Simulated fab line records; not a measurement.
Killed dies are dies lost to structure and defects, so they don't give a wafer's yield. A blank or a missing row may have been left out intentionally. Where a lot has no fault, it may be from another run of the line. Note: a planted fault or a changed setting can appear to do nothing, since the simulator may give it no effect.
What tool caused it? -- flow gf180mcu -- Sampling: 6 lots, 18 wafers, 2 of 602 route steps

WHAT EACH GAUGE READ, for each wafer
GF_HV_LDD_OVL_MEAS_32.
lot,measured,on,HV_LDD_02_OVL (nm)
L604,day 12 19:50,overlay-02,1.8 0.7 1.4
L607,day 14 02:56,overlay-02,1.7 1.0 1.4
L608,day 14 09:23,overlay-01,2.2 -0.9 3.1
L616,day 16 15:38,overlay-01,0.9 2.2 2.4
L618,day 17 10:53,overlay-01,1.6 2.2 2.4
L623,day 18 23:53,overlay-02,1.4 0.0 0.3

WHICH TOOL RAN EACH LOT (tool, then ch and the chambers of the sampled wafers, then the start)
lot,GF_POLY_GATE_STRIP_14
L604,"plasma_asher-02 ch 0,1, day 10 10:11"
L607,"plasma_asher-02 ch 0,1, day 11 10:32"
L608,"plasma_asher-02 ch 0,1, day 11 18:29"
L616,"plasma_asher-04 ch 0,1, day 13 20:52"
L618,"plasma_asher-04 ch 0,1, day 14 13:14"
L623,"plasma_asher-02 ch 0, day 16 01:26"
- GF_POLY_GATE_STRIP_14: strips in O2/N2.

THE ANSWER, worked out from the rows above alone
Rule: the usual values come from the lots themselves. Put in order of their means at a reading, lots are off if they are a third of the lots or fewer, leave a main group of 4 or more, and stand apart from it by a gap of 3 or more times the standard deviation of the main group's means; of several such gaps the widest counts. The tables above print the reading to a certain number of digits; a main group whose means all agree to those digits is not used. Also off: a lot with no number at a reading for which 4 or more lots have one. The other lots that the step has rows for count as sound.
No lot is off at any reading shown: from this, nothing can be told.

WHAT WAS PUT IN BY THE SIMULATOR
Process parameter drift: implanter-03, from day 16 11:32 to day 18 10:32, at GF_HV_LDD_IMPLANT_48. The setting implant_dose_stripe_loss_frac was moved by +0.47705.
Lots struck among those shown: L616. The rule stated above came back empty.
